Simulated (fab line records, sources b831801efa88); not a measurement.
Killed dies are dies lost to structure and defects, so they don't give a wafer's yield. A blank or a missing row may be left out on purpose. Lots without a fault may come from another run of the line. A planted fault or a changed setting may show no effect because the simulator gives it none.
A struck lot beside a sound one | flow gf180mcu | 14 steps out of a route of 602
Sound: wafers L586.3, L586.5, L586.6. Struck: wafers L574.2, L574.4, L574.5. The cause comes at the end.
At each step with rows: each side's tool, then ch and its chambers, then its first start. Under that, the readings that differ: sound wafers | struck wafers | difference of the means | sigmas: that difference in standard deviations of wafers without a fault.
alike: readings whose means differ by less than 2 such deviations, and words and numbers that are the same on both sides. not compared: withheld readings, readings that some wafer has no value for, bounds like >300 that may hide the same value, and numbers for which the record gives no deviation and whose values overlap.
The two part at a step that has a row with sigmas, a row that says differs or no value, or rows on one side only. Numbers that don't overlap but have no deviation are shown without sigmas and don't part them. A reading that every wafer of one side lacks parts them only if that side has two wafers or more.

GF_POLY_GATE_OVL_MEAS_11:
  sound on overlay-01, day 15 05:32; struck on overlay-01, day 11 17:51
  alike: POLY_GATE_OVL
GF_POLY_GATE_ETCH_12: etches BARC in N2/H2.
  sound on rie_diel-03 ch 0,3, day 15 05:34; struck on rie_diel-01 ch 0,2, day 11 17:53
  alike: bias_w, drypump_motor_current_A, oes_product_au, throttle_valve_pct
GF_POLY_GATE_ETCH_13: etches poly-Si in HBr/Cl2, stops on SiO2, target depth 198.5 nm, time 69.6 s.
  sound on rie_si-02 ch 0,1,2, day 15 05:37; struck on rie_si-02 ch 0,1, day 11 17:56
  alike: HBr_flow_sccm, bias_w, drypump_motor_current_A, oes_product_au, throttle_valve_pct
  not compared: rf_hours_counter_h
GF_POLY_GATE_STRIP_14: strips in O2/N2.
  sound on plasma_asher-03 ch 0,1, day 15 05:42; struck on plasma_asher-04 ch 0,1, day 11 17:59
  alike: drypump_motor_current_A, heater_power_w, o2_flow_sccm, oes_product_au
  not compared: rf_hours_counter_h
then, 2 steps without rows for these wafers: GF_POLY_GATE_CLEAN_15 (cleans in SC1/SC2, time 150 s); GF_POLY_GATE_OXIDATION_16 (stabilise 600 s, purge 300 s, target thk 4 nm).
GF_POLY_GATE_THK_MEAS_17:
  sound on film_metro-03, day 15 07:05; struck on film_metro-03, day 11 20:20
  reading                      | sound          | struck         | difference | sigmas
  POLY_GATE_OXIDATION_THK (nm) | 4.13 4.11 4.09 | 3.95 3.95 3.93 | -0.17      | -2
GF_POLY_GATE_CD_MEAS_18:
  sound on cd_sem-02, day 15 07:11; struck on cd_sem-01, day 11 20:25
  alike: cd_nm
then, 4 steps without rows for these wafers: GF_HV_LDD_DEHYDRATE_00 (time 60 s); GF_HV_LDD_HMDS_01 (prime time 60 s); GF_HV_LDD_COAT_02 (resist thk 1000 nm); GF_HV_LDD_SOFTBAKE_03 (time 60 s).
GF_HV_LDD_EXPOSE_04: exposes mask Nplus LV AREA, target cd 400 nm.
  sound on iline_stepper-02 ch 0, day 15 17:56; struck on iline_stepper-02, day 12 05:55
  no value came back on the struck wafers for exposure_dose_mJ_cm2, focus_offset_nm (nm); on the sound wafers exposure_dose_mJ_cm2 reads 140.56 140.75 140.66
  alike: mask
then, 1 step without rows for these wafers: GF_HV_LDD_PEB_05.

WHERE THEY PART
First at GF_POLY_GATE_THK_MEAS_17; last, within this record, at GF_HV_LDD_EXPOSE_04.

WHY: what the simulator had put in
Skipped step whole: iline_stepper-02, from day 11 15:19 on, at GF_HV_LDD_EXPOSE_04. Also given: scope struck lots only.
